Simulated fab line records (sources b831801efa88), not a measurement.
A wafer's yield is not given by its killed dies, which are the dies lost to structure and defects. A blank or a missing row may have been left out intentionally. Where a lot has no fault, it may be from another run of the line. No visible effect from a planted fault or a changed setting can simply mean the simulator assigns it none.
Which of the tools did it? + flow sky130 + Sampling: 12 lots, 36 wafers, 5 of 708 route steps

== WHAT THE GAUGES SHOWED, per wafer ==
SKY_VT_ADJUST_HVTR_CD_MEAS_07 targets a cd of 380 nm.
| lot  | measured     | on       | cdNm (nm)         |
|------|--------------|----------|-------------------|
| L563 | day 9 14:20  | cdSem-02 | 382.0 383.4 384.5 |
| L564 | day 10 02:45 | cdSem-01 | 381.0 381.4 380.5 |
| L565 | day 10 12:08 | cdSem-02 | 379.3 379.3 381.6 |
| L567 | day 10 22:19 | cdSem-01 | 381.5 379.8 382.6 |
| L569 | day 11 13:01 | cdSem-02 | 377.6 377.5 378.8 |
| L574 | day 12 20:00 | cdSem-02 | 378.0 381.8 379.9 |
| L575 | day 13 00:52 | cdSem-02 | 383.7 381.5 380.5 |
| L577 | day 13 16:43 | cdSem-01 | 379.8 382.4 380.8 |
| L578 | day 14 00:29 | cdSem-01 | 383.8 382.2 381.3 |
| L582 | day 15 02:17 | cdSem-01 | 380.9 382.3 382.9 |
| L585 | day 16 04:46 | cdSem-02 | 383.3 382.9 383.1 |
| L586 | day 16 08:34 | cdSem-01 | 379.2 377.6 377.1 |

SKY_SONOS_TUNNEL_OVL_MEAS_08.
| lot  | measured     | on         | SONOS_TUNNEL_OVL (nm) |
|------|--------------|------------|-----------------------|
| L563 | day 11 12:02 | overlay-01 | -0.4 -2.4 0.0         |
| L564 | day 12 00:05 | overlay-02 | -2.4 -1.3 -1.3        |
| L565 | day 12 10:40 | overlay-02 | -1.8 -0.6 -0.8        |
| L567 | day 12 19:20 | overlay-01 | -0.7 0.7 -1.6         |
| L569 | day 13 12:40 | overlay-01 | 0.9 0.6 0.7           |
| L574 | day 14 23:08 | overlay-01 | 0.1 -0.1 0.1          |
| L575 | day 15 06:28 | overlay-02 | 1.1 1.2 1.3           |
| L577 | day 15 23:07 | overlay-01 | -1.5 -2.2 -0.8        |
| L578 | day 16 07:14 | overlay-01 | 0.6 -0.6 0.3          |
| L582 | day 17 11:14 | overlay-01 | 0.6 0.1 -0.5          |
| L585 | day 18 15:46 | overlay-01 | -0.4 0.7 -1.0         |
| L586 | day 18 19:11 | overlay-02 | -1.2 1.0 0.3          |

SKY_SONOS_TUNNEL_TW_MEAS_12.
| lot  | measured     | on           | SONOS_TUNNEL_TW   |
|------|--------------|--------------|-------------------|
| L563 | day 11 12:29 | filmMetro-04 | 198.9 199.5 199.6 |
| L564 | day 12 00:33 | filmMetro-01 | 195.6 196.0 197.2 |
| L565 | day 12 11:07 | filmMetro-03 | 195.8 195.6 195.5 |
| L567 | day 12 19:50 | filmMetro-04 | 199.0 198.8 198.2 |
| L569 | day 13 13:07 | filmMetro-04 | 198.9 199.2 198.6 |
| L574 | day 14 23:35 | filmMetro-03 | 147.9 147.7 147.1 |
| L575 | day 15 06:56 | filmMetro-01 | 147.1 147.4 147.9 |
| L577 | day 15 23:46 | filmMetro-03 | 147.2 147.2 146.2 |
| L578 | day 16 07:41 | filmMetro-04 | 200.0 199.9 199.7 |
| L582 | day 17 11:42 | filmMetro-04 | 198.8 198.8 198.9 |
| L585 | day 18 16:14 | filmMetro-01 | 195.7 195.0 193.8 |
| L586 | day 18 19:38 | filmMetro-03 | 195.4 195.3 195.2 |

== EACH LOT AND THE TOOL THAT RAN IT (in order: tool; ch and the chambers of the sampled wafers; start) ==
| lot  | SKY_FIELD_ISO_ETCH_17          | SKY_SONOS_TUNNEL_IMPLANT_09     |
|------|--------------------------------|---------------------------------|
| L563 | rieSi-01 ch 1,2,3, day 2 04:06 | implanter-02 ch 0, day 11 12:04 |
| L564 | rieSi-02 ch 1,2,3, day 2 10:38 | implanter-04 ch 0, day 12 00:08 |
| L565 | rieSi-02 ch 0,1, day 2 17:06   | implanter-04 ch 0, day 12 10:43 |
| L567 | rieSi-02 ch 0,3, day 3 02:53   | implanter-02 ch 0, day 12 19:22 |
| L569 | rieSi-01 ch 0,1,3, day 3 13:14 | implanter-04 ch 0, day 13 12:42 |
| L574 | rieSi-02 ch 1,2,3, day 4 14:41 | implanter-04 ch 0, day 14 23:11 |
| L575 | rieSi-02 ch 0,1,3, day 4 20:38 | implanter-04 ch 0, day 15 06:30 |
| L577 | rieSi-01 ch 0,2,3, day 5 06:41 | implanter-04 ch 0, day 15 23:09 |
| L578 | rieSi-01 ch 1,3, day 5 11:41   | implanter-02 ch 0, day 16 07:17 |
| L582 | rieSi-01 ch 1,2,3, day 6 07:59 | implanter-02 ch 0, day 17 11:19 |
| L585 | rieSi-02 ch 0,2,3, day 7 00:35 | implanter-04 ch 0, day 18 15:48 |
| L586 | rieSi-01 ch 0,2,3, day 7 05:08 | implanter-03 ch 0, day 18 19:14 |
- SKY_FIELD_ISO_ETCH_17: etches Si in HBr/Cl2/O2, target depth 342 nm, time 97.7 s.
- SKY_SONOS_TUNNEL_IMPLANT_09

== WHAT THE TOOLS THEMSELVES READ (means of the sampled wafers that have a number; where no wafer has one, the mark that the record gives instead) ==
SKY_FIELD_ISO_ETCH_17.
| lot  | tool     | drypumpMotorCurrentA (A) | oesProductAu (a.u.) | throttleValvePct (%) |
|------|----------|--------------------------|---------------------|----------------------|
| L563 | rieSi-01 | 5.9                      | 1.006               | 25.649               |
| L564 | rieSi-02 | 6.0                      | 0.991               | 25.665               |
| L565 | rieSi-02 | 5.4                      | 0.997               | 25.644               |
| L567 | rieSi-02 | 5.3                      | 1.022               | 25.640               |
| L569 | rieSi-01 | 6.3                      | 1.019               | 25.645               |
| L574 | rieSi-02 | 6.0                      | 0.999               | 25.646               |
| L575 | rieSi-02 | 5.6                      | 1.008               | 25.656               |
| L577 | rieSi-01 | 6.0                      | 1.004               | 25.641               |
| L578 | rieSi-01 | 6.2                      | 1.004               | 25.651               |
| L582 | rieSi-01 | 5.9                      | 0.993               | 25.665               |
| L585 | rieSi-02 | 5.7                      | 1.000               | 25.659               |
| L586 | rieSi-01 | 6.0                      | 1.000               | 25.662               |

SKY_SONOS_TUNNEL_IMPLANT_09.
| lot  | tool         | doseIonsCm2 | endStationPressureTorr (Torr) | faradayCurrentUA |
|------|--------------|-------------|-------------------------------|------------------|
| L563 | implanter-02 | 9.9880e+11  | 4.89e-06                      | 5.62             |
| L564 | implanter-04 | 9.9940e+11  | 4.89e-06                      | 5.65             |
| L565 | implanter-04 | 1.0001e+12  | 4.89e-06                      | 5.75             |
| L567 | implanter-02 | 9.9867e+11  | 5.24e-06                      | 5.65             |
| L569 | implanter-04 | 1.0006e+12  | 4.91e-06                      | 5.66             |
| L574 | implanter-04 | 3.4433e+11  | 5.05e-06                      | 1.95             |
| L575 | implanter-04 | 3.4547e+11  | 4.92e-06                      | 1.95             |
| L577 | implanter-04 | 3.4467e+11  | 4.76e-06                      | 1.94             |
| L578 | implanter-02 | 1.0011e+12  | 4.82e-06                      | 5.61             |
| L582 | implanter-02 | 1.0004e+12  | 5.01e-06                      | 5.55             |
| L585 | implanter-04 | 9.9900e+11  | 5.28e-06                      | 5.69             |
| L586 | implanter-03 | 1.0003e+12  | 5.14e-06                      | 5.59             |

== THE ANSWER, worked out from the rows above alone ==
Rule: the lots themselves supply what counts as usual. Put in order of their means at a reading, lots are off if they are a third of the lots or fewer, leave a main group of 4 or more, and stand apart from it by a gap of 3 or more times the standard deviation of the main group's means; of several such gaps the widest counts. Not used: any main group whose means are identical at the precision the tables above print for the reading. Also off: a lot with no number at a reading for which 4 or more lots have one. Any other lot the step has rows for is counted as sound. First the gauges in route order, then the tools' own readings, where a lot's mean is used as printed above. At the first step where some lot is off, the reading lying furthest off is the one used; lots without a number count as furthest.
Off: L574, L575, L577, at SKY_SONOS_TUNNEL_TW_MEAS_12 (SONOS_TUNNEL_TW). Main group: mean 197.5, sd 1.9.
If a tool, at a process step before that reading, ran all the lots that are off and no sound lot after the first of them, it fits. Not tried: the gauges at SKY_SONOS_TUNNEL_TW_MEAS_12; whatever is off there is also off at SKY_SONOS_TUNNEL_IMPLANT_09, on other tools, and gauge error can't account for it. No candidate that was tried fits.

== WHAT HAD BEEN PUT IN BY THE SIMULATOR ==
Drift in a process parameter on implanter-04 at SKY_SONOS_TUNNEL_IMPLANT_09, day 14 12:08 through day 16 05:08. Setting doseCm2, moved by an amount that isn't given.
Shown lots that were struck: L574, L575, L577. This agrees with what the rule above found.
